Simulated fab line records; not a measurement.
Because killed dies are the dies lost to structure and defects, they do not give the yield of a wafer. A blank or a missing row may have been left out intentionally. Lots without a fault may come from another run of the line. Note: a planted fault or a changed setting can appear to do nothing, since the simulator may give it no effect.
fab line records	flow sky130
record: lots: 7	wafers: 21	last-day: 49
route steps=708 shown METAL5@677 PASSIVATION@681 PAD_OPEN@708
lots with no fault: from the same line, run without faults
start-h: the number of hours between the record's first day and the start of the first shown wafer of the lot	wait-h: hours since the lot's step before	" identical to the entry in the row above	L1.1+2: one row covering several wafers at once	- no value present, or no start provided	* or withheld: withheld	< > ~ a bound
route shown NAME@n: NAME is a module with steps in the file, n the number in the route of the first one	usual: mean and standard deviation over wafers with no fault	same: alike in all rows	chamber/n: place in a boat	sites: per-site readings	_std_site: how widely they spread, as a standard deviation	_edge_site: inner sites' mean taken away from outer sites' mean	radius-mm: for every site, how far away it sits from the centre of the wafer	mask NAME#n: copy n	behind: tool/chamber where the wafer was last shaped	hold: reason for holding the lot/hours on hold/outcome of the hold	device: transistor that didn't switch, given as n, p or np	end of line: tests run on the same wafers once the route is complete	step lacking rows: just its recipe	killed: count of dies lost to structure and defects at first sort (not the wafer's yield)	map: a wafer's dies, x killed, . not, _ none there
set.NAME: the setting the step ran with; set.NAME@STEP: the setting that earlier step ran with	model.NAME: the simulator's own value behind a step, which no gauge read
lots seen at some steps along the route; tables by step, rows by wafer
services: from which hour (start-h, from the record's first day; less than 0 if before it) a tool's chamber was out of use, for how many hours, and why
== steps ==
step: SKY_METAL5_STRIP_16
recipe: chemistry: O2/N2	power-w: 1400	pressure-mtorr: 1500	platen-temp-c: withheld	o2-flow-sccm: 3000	n2-flow-sccm: 300	overash-fraction: 0.5
usual: drypump-motor-current-A: 5.68/0.22	oes-product-au: 0.710/0.0043	strip-time-to-endpoint-s: 13.07/0.13
lot.wafer	tool	chamber	start-h	wait-h	drypump-motor-current-A	oes-product-au	rf-hours-counter-h	strip-time-to-endpoint-s
L869.2	plasma-asher-04	0	1026.49	0.2	5.85	0.710	90	13.18
L869.5	"	0	"	"	5.87	0.711	-	13.18
L869.6	"	1	"	"	5.54	0.715	-	13.05
L871.1	plasma-asher-03	0	1048.71	0.2	5.66	0.705	116	13.25
L871.2	"	1	"	"	5.71	0.707	116	13.18
L871.4	"	1	"	"	5.70	0.712	-	13.07
L877.1	plasma-asher-03	1	1078.83	0.2	5.71	0.716	1	12.90
L877.2	"	0	"	"	5.69	0.708	1	13.10
L877.3	"	1	"	"	5.68	0.715	-	13.13
L876.1	plasma-asher-02	1	1078.99	0.2	6.12	0.707	36	13.18
L876.2	"	0	"	"	5.25	0.712	36	13.30
L876.5	"	1	"	"	6.12	0.709	-	13.07
L879.1	plasma-asher-04	1	1097.44	0.2	5.54	0.713	98	12.93
L879.3	"	0	"	"	5.79	0.708	-	13.18
L879.4	"	1	"	"	5.56	0.708	-	12.91
L887.2	plasma-asher-04	1	1137.03	0.2	5.52	0.712	101	12.92
L887.4	"	0	"	"	5.84	0.704	-	12.96
L887.6	"	0	"	"	5.86	0.715	-	12.93
L890.1	plasma-asher-04	1	1150.58	0.2	5.54	0.709	103	12.91
L890.3	"	0	"	"	5.87	0.705	-	12.95
L890.4	"	1	"	"	5.46	0.709	-	13.34
step: SKY_METAL5_STRIP_17
recipe: chemistry: post-etch-residue-remover	time-s: 1200	temp-c: 72.5
step: SKY_METAL5_CLEAN_18
recipe: chemistry: IPA	time-s: 180	temp-c: 25
step: SKY_METAL5_CLEAN_19
recipe: chemistry: O3/DIW	dry: n2-spin
step: SKY_PASSIVATION_CVD_00
recipe: material: SiO2	target-thk-nm: 90	temp-c: 400	time-s: withheld	rf-w: 600
usual: heater-power-w: 672/130
lot.wafer	tool	chamber	start-h	wait-h	heater-power-w
L869.2	pecvd-03	2	1027.08	0.0	512
L869.5	"	2	"	"	507
L869.6	"	0	"	"	669
L871.1	pecvd-02	0	1049.36	0.0	771
L871.2	"	1	"	"	483
L871.4	"	1	"	"	501
L877.1	pecvd-04	0	1079.42	0.0	588
L877.2	"	1	"	"	678
L877.3	"	2	"	"	630
L876.1	pecvd-02	2	1079.58	0.0	909
L876.2	"	1	"	"	476
L876.5	"	0	"	"	702
L879.1	pecvd-02	0	1098.04	0.0	746
L879.3	"	1	"	"	475
L879.4	"	2	"	"	882
L887.2	pecvd-02	2	1137.74	0.0	870
L887.4	"	0	"	"	705
L887.6	"	2	"	"	848
L890.1	pecvd-03	2	1151.21	0.0	538
L890.3	"	0	"	"	743
L890.4	"	1	"	"	800
step: SKY_PASSIVATION_THK_MEAS_01
recipe: reads: SiO2_of_PASSIVATION_CVD_00
usual: PASSIVATION_CVD_00_THK: 89.7/1.2
lot.wafer	tool	chamber	start-h	wait-h	PASSIVATION_CVD_00_THK[nm]
L869.2	film-metro-03	-	1027.12	-	88.4
L869.5	"	-	"	"	91.0
L869.6	"	-	"	"	89.7
L871.1	film-metro-04	-	1049.38	-	89.4
L871.2	"	-	"	"	88.3
L871.4	"	-	"	"	89.4
L877.1	film-metro-02	-	1079.44	-	90.4
L877.2	"	-	"	"	90.2
L877.3	"	-	"	"	90.0
L876.1	film-metro-03	-	1079.60	-	88.5
L876.2	"	-	"	"	87.4
L876.5	"	-	"	"	89.4
L879.1	film-metro-04	-	1098.06	-	89.1
L879.3	"	-	"	"	88.9
L879.4	"	-	"	"	89.5
L887.2	film-metro-04	-	1137.77	-	87.4
L887.4	"	-	"	"	89.6
L887.6	"	-	"	"	89.1
L890.1	film-metro-04	-	1151.23	-	90.8
L890.3	"	-	"	"	90.5
L890.4	"	-	"	"	92.7
step: SKY_PASSIVATION_CVD_02
recipe: material: Si3N4	target-thk-nm: 540	temp-c: 400	time-s: withheld	rf-w: 450
usual: heater-power-w: 712/110
lot.wafer	tool	chamber	start-h	wait-h	heater-power-w
L869.2	pecvd-04	2	1027.17	0.0	766
L869.5	"	0	"	"	657
L869.6	"	1	"	"	764
L871.1	pecvd-03	0	1049.44	0.1	709
L871.2	"	2	"	"	638
L871.4	"	2	"	"	624
L877.1	pecvd-03	0	1079.50	0.1	777
L877.2	"	1	"	"	855
L877.3	"	1	"	"	868
L876.1	pecvd-04	0	1079.66	0.1	673
L876.2	"	1	"	"	654
L876.5	"	1	"	"	701
L879.1	pecvd-04	2	1098.12	0.1	714
L879.3	"	0	"	"	625
L879.4	"	0	"	"	673
L887.2	pecvd-04	2	1137.82	0.0	726
L887.4	"	2	"	"	736
L887.6	"	0	"	"	653
L890.1	pecvd-02	0	1151.29	0.1	700
L890.3	"	1	"	"	472
L890.4	"	0	"	"	754
step: SKY_PASSIVATION_THK_MEAS_03
recipe: reads: Si3N4_of_PASSIVATION_CVD_02
usual: PASSIVATION_CVD_02_THK: 539/6.5
lot.wafer	tool	chamber	start-h	wait-h	PASSIVATION_CVD_02_THK[nm]
L869.2	film-metro-02	-	1027.41	-	546
L869.5	"	-	"	"	542
L869.6	"	-	"	"	542
L871.1	film-metro-03	-	1049.67	-	530
L871.2	"	-	"	"	526
L871.4	"	-	"	"	531
L877.1	film-metro-04	-	1079.84	-	536
L877.2	"	-	"	"	535
L877.3	"	-	"	"	543
L876.1	film-metro-03	-	1079.89	-	533
L876.2	"	-	"	"	534
L876.5	"	-	"	"	550
L879.1	film-metro-02	-	1098.35	-	536
L879.3	"	-	"	"	531
L879.4	"	-	"	"	542
L887.2	film-metro-03	-	1138.06	-	538
L887.4	"	-	"	"	553
L887.6	"	-	"	"	544
L890.1	film-metro-02	-	1151.63	-	535
L890.3	"	-	"	"	543
L890.4	"	-	"	"	543
step: SKY_PASSIVATION_DEHYDRATE_04
recipe: temp-c: 200	time-s: 60
step: SKY_PASSIVATION_HMDS_05
recipe: prime-time-s: 60	prime-temp-c: 120
step: SKY_PASSIVATION_COAT_06
recipe: spin-rpm: 2000	resist-thk-nm: 3000
step: SKY_PASSIVATION_SOFTBAKE_07
recipe: temp-c: 110	time-s: withheld
step: SKY_PASSIVATION_EXPOSE_08
recipe: mask-id: NSM	target-cd-nm: 3000	na: 0.57	dose-mj: 260
usual: exposure-dose-mJ-cm2: 259.91/0.23
same: na: 0.57
lot.wafer	tool	chamber	start-h	wait-h	mask	exposure-dose-mJ-cm2
L869.2	iline-stepper-01	0	1038.24	-	NSM#0	259.57
L869.5	"	0	"	"	NSM#0	259.99
L869.6	"	0	"	"	NSM#0	260.05
L871.1	iline-stepper-02	0	1060.80	-	NSM#0	259.74
L871.2	"	0	"	"	NSM#0	259.77
L871.4	"	0	"	"	NSM#0	260.00
L877.1	iline-stepper-02	0	1090.84	-	NSM#0	291.49
L877.2	"	0	"	"	NSM#0	291.50
L877.3	"	0	"	"	NSM#0	291.75
L876.1	iline-stepper-02	0	1091.03	-	NSM#0	291.47
L876.2	"	0	"	"	NSM#0	291.51
L876.5	"	0	"	"	NSM#0	291.74
L879.1	iline-stepper-02	0	1107.93	-	NSM#0	291.53
L879.3	"	0	"	"	NSM#0	291.66
L879.4	"	0	"	"	NSM#0	291.54
L887.2	iline-stepper-01	0	1147.45	-	NSM#0	259.50
L887.4	"	0	"	"	NSM#0	260.24
L887.6	"	0	"	"	NSM#0	259.69
L890.1	iline-stepper-01	0	1160.62	-	NSM#0	260.02
L890.3	"	0	"	"	NSM#0	260.04
L890.4	"	0	"	"	NSM#0	260.11
step: SKY_PASSIVATION_PEB_09
recipe: temp-c: 115	time-s: withheld
step: SKY_PASSIVATION_DEVELOP_10
recipe: develop-time-s: 60	dev-temp-c: 23
step: SKY_PASSIVATION_ETCH_11
recipe: chemistry: CF4/O2	target-depth-nm: 725	stop-on: AlCu	source-w: 800	bias-w: 152.4	pressure-mtorr: 150	cf4-flow-sccm: 80	O2_flow_sccm: 10	time-s: 161.1
usual: drypump-motor-current-A: 5.6/0.45	oes-product-au: 0.977/0.0068	throttle-valve-pct: 5.965/0.01
lot.wafer	tool	chamber	start-h	wait-h	drypump-motor-current-A	oes-product-au	rf-hours-counter-h	throttle-valve-pct	model.PASSIVATION.cd-nm
L869.2	rie-diel-01	2	1049.11	-	5.7	0.976	14	5.972	2990
L869.5	"	2	"	"	5.7	0.990	-	5.954	2991
L869.6	"	1	"	"	5.1	0.979	-	5.974	2994
L871.1	rie-diel-01	3	1071.17	-	5.5	0.974	12	5.960	3003
L871.2	"	1	"	"	5.1	0.966	10	5.949	3000
L871.4	"	0	"	"	5.9	0.975	13	5.973	3000
L877.1	rie-diel-01	2	1101.07	-	5.7	0.973	16	5.962	3038
L877.2	"	1	"	"	5.1	0.971	11	5.961	3038
L877.3	"	0	"	"	5.9	0.970	14	5.964	3042
L876.1	rie-diel-04	1	1101.11	-	5.9	0.972	19	5.954	3023
L876.2	"	2	"	"	4.8	0.967	25	5.978	3026
L876.5	"	0	"	"	5.5	0.985	-	5.970	3021
L879.1	rie-diel-01	0	1117.32	-	5.9	0.980	14	5.978	3029
L879.3	"	3	"	"	5.5	0.973	14	5.961	3032
L879.4	"	3	"	"	5.5	0.984	-	5.978	3029
L887.2	rie-diel-01	0	1156.56	-	5.9	0.973	16	5.960	2993
L887.4	"	3	"	"	5.5	0.988	15	5.974	2993
L887.6	"	2	"	"	5.6	0.978	-	5.977	2987
L890.1	rie-diel-04	1	1169.31	-	5.9	0.984	22	5.960	2991
L890.3	"	2	"	"	4.8	0.978	28	5.980	2994
L890.4	"	0	"	"	5.5	0.987	22	5.981	2983
step: SKY_PASSIVATION_STRIP_12
recipe: chemistry: O2/N2	power-w: 1400	pressure-mtorr: 1500	platen-temp-c: withheld	overash-fraction: 0.7	o2-flow-sccm: 3000	n2-flow-sccm: 300
usual: drypump-motor-current-A: 5.8/0.36	oes-product-au: 0.661/0.0047	strip-time-to-endpoint-s: 31.45/0.13
lot.wafer	tool	chamber	start-h	wait-h	drypump-motor-current-A	oes-product-au	rf-hours-counter-h	strip-time-to-endpoint-s
L869.2	plasma-asher-02	0	1049.22	0.1	5.3	0.662	33	31.85
L869.5	"	1	"	"	6.1	0.656	-	31.70
L869.6	"	0	"	"	5.2	0.664	-	31.80
L871.1	plasma-asher-02	0	1071.28	0.1	5.3	0.670	35	31.54
L871.2	"	1	"	"	6.1	0.663	35	31.69
L871.4	"	1	"	"	6.1	0.665	-	31.54
L877.1	plasma-asher-03	1	1101.18	0.1	5.6	0.658	3	31.40
L877.2	"	0	"	"	5.6	0.664	3	31.62
L877.3	"	1	"	"	5.7	0.669	-	31.51
L876.1	plasma-asher-01	0	1101.22	0.1	6.5	0.655	64	31.46
L876.2	"	1	"	"	6.0	0.656	64	31.52
L876.5	"	1	"	"	6.0	0.663	-	31.49
L879.1	plasma-asher-01	1	1117.43	0.1	6.0	0.659	65	31.37
L879.3	"	1	"	"	6.0	0.662	-	31.32
L879.4	"	0	"	"	6.5	0.665	-	31.24
L887.2	plasma-asher-03	0	1156.67	0.1	5.6	0.661	9	31.54
L887.4	"	0	"	"	5.7	0.658	-	31.34
L887.6	"	0	"	"	5.7	0.654	-	31.61
L890.1	plasma-asher-03	0	1169.42	0.1	5.7	0.656	11	31.41
L890.3	"	0	"	"	5.7	0.669	-	31.49
L890.4	"	1	"	"	5.7	0.659	-	31.60
step: SKY_PAD_OPEN_PROBE_99
usual: defect-limited-yield: 82.6/2.1	killed_at_M0_to_M3: 44/7.5	killed_at_M4_up: 3.1/1.7	killed-at-contacts: 24/6.2	killed-at-front-end: 15/4.2	killed-at-other: 0.4/0.58	killed-dies: 85/10	killed-open: 47/7.7	killed-short: 38/6.4	sort_bin_3_pad_short: 0.8/0.41	sort_bin_5_function: 10.3/1.7	sort_bin_6_memory: 6.2/1.1	sort-n-pass: 407/10	sort-yield-pct: 82.6/2.1
same: gross-dies: 492	killed-at-back-side: 0	sort_bin_4_leakage[%]: 0	sort_bin_8_speed[%]: 0
lot.wafer	tool	chamber	start-h	wait-h	defect-limited-yield[%]	killed_at_M0_to_M3	killed_at_M4_up	killed-at-contacts	killed-at-front-end	killed-at-other	killed-dies	killed-open	killed-short	sort_bin_3_pad_short[%]	sort_bin_5_function[%]	sort_bin_6_memory[%]	sort-n-pass	sort-yield-pct[%]
L887.2	prober-01	-	1175.85	0.1	81.9	46	3	28	12	0	89	49	40	1.0	10.0	7.1	403	81.9
L887.4	prober-01	-	1175.95	0.2	83.9	44	5	16	13	1	79	45	33	0.4	9.1	6.5	413	83.9
L887.6	prober-01	-	1176.05	0.2	84.3	44	2	19	12	0	77	40	37	0.6	9.6	5.5	415	84.3
killed by level:class
L887.2 LI_CONTACT:geometric-particle:open=11 VIA1:geometric-particle:open=9 CONTACT:geometric-particle:short=8 METAL1:geometric-particle:short=8 VIA2:geometric-particle:open=8 CONTACT:geometric-particle:open=6 VIA3:geometric-particle:open=6 POLY_GATE:geometric-particle:short=4
L887.4 VIA1:geometric-particle:open=13 METAL1:geometric-particle:short=9 CONTACT:geometric-particle:open=6 VIA3:geometric-particle:open=6 VIA2:geometric-particle:open=5 CONTACT:geometric-particle:short=5 METAL2:geometric-particle:short=5 LI_CONTACT:geometric-particle:short=4
L887.6 VIA1:geometric-particle:open=12 CONTACT:geometric-particle:open=7 VIA1:geometric-particle:short=7 LI_CONTACT:geometric-particle:open=5 VIA2:geometric-particle:short=4 VIA2:geometric-particle:open=4 VIA3:geometric-particle:open=4 FIELD_ISO:geometric-particle:open=3
== services ==
tool	chamber	start-h	hours	kind
pecvd-02	2	1006.95	10.2	repair
rie-diel-01	1	1011.78	5.8	repair
iline-stepper-02	-	1013.02	28.9	pm
pecvd-02	-	1025.83	6.0	pm
rie-diel-04	2	1040.70	7.4	repair
plasma-asher-01	-	1042.24	1.0	repair
iline-stepper-02	-	1046.41	1.7	pm
plasma-asher-03	-	1055.25	9.0	pm
iline-stepper-01	-	1061.79	2.0	repair
pecvd-03	2	1065.01	20.4	repair
plasma-asher-02	-	1075.28	0.8	repair
rie-diel-01	-	1079.50	1.7	repair
pecvd-03	-	1083.99	2.2	repair
iline-stepper-01	-	1089.62	6.7	repair
rie-diel-01	1	1109.59	13.3	repair
rie-diel-01	3	1117.67	2.6	repair
pecvd-04	-	1120.80	1.7	repair
plasma-asher-04	-	1121.70	2.8	pm
plasma-asher-02	-	1127.48	2.8	pm
rie-diel-01	-	1131.10	0.3	repair
pecvd-04	-	1134.49	0.7	repair
iline-stepper-01	-	1161.14	1.7	pm
pecvd-04	-	1163.01	1.1	repair
pecvd-03	-	1166.54	0.8	repair
== key ==
first-sign: step: SKY_PASSIVATION_EXPOSE_08	reading: exposure-dose-mJ-cm2	direction: up	sigmas: 99+	usual: *	struck: *
effect none on later readings
model-effect: step: SKY_PASSIVATION_ETCH_11	value: PASSIVATION.cd-nm	without: 2996	struck: 3031
met-at SKY_PASSIVATION_EXPOSE_08
struck-wafers L876.1,L876.2,L876.5,L877.1,L877.2,L877.3,L879.1,L879.3,L879.4
onset-between 1060.80 1090.84
fault: kind: process-parameter-drift	tool: iline-stepper-02	chamber: -	onset-h: 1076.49	steps: SKY_PASSIVATION_EXPOSE_08	channel: dose-mj	offset: 31.55	shape: step	acts-in: these-recipes-only	stated: 260
